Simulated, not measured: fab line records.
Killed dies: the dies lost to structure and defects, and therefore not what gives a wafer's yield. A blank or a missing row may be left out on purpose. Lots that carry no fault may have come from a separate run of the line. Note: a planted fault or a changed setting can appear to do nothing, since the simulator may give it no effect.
Matching of chambers    flow gf180mcu    cmp-02 running GF_V3_CMP_26: 4 sister chambers
The step polishes, stops on SiO2, t overpolish 15 s, target thk 0 nm. 8 wafers are shown with their chamber, then 8 later ones without.

## WAFERS PAIRED WITH THEIR CHAMBERS
wafer   chamber  motor_current_A (A)  time_to_endpoint_s (s)
L496.5  0        13.0                 90
L497.5  3        13.8                 92
L510.2  3        14.1                 87
L510.4  1        10.4                 85
L510.6  0        12.2                 84
L512.1  1        11.0                 89
L512.6  2        12.5                 86
L514.1  2        12.2                 87

## WAFERS WHOSE CHAMBER IS MISSING
wafer   motor_current_A (A)  time_to_endpoint_s (s)
L514.3  13.1                 86
L514.5  12.2                 86
L516.1  10.1                 84
L516.5  12.4                 85
L516.6  10.6                 83
L517.2  12.2                 90
L517.3  10.5                 89
L517.6  14.2                 90

## EACH ONE'S CHAMBER
wafer   from the rows above           in truth
L514.3  can't be placed: 0 or 2 or 3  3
L514.5  can't be placed: 2 or 0       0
L516.1  1                             1
L516.5  can't be placed: 2 or 0       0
L516.6  1                             1
L517.2  can't be placed: 2 or 0       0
L517.3  1                             1
L517.6  3                             3
Placed correctly: 4 of 8. Not placeable from these rows: 4 (in 4, the candidates include the true chamber). Placed wrongly: 0.
How it was worked out, from the rows above alone: a wafer's distance from a chamber is the root of the sum, over the readings, of the square of ((its reading less the chamber's mean) divided by the reading's scatter). The wafer belongs to the nearest chamber; if the next one is less than 2 further off, it can't be placed. Each chamber's mean is taken over the wafers shown for it. The scatter: take each reading less its chamber's mean, square it, sum over the shown wafers, divide by the number of wafers less the number of chambers, and take the root.
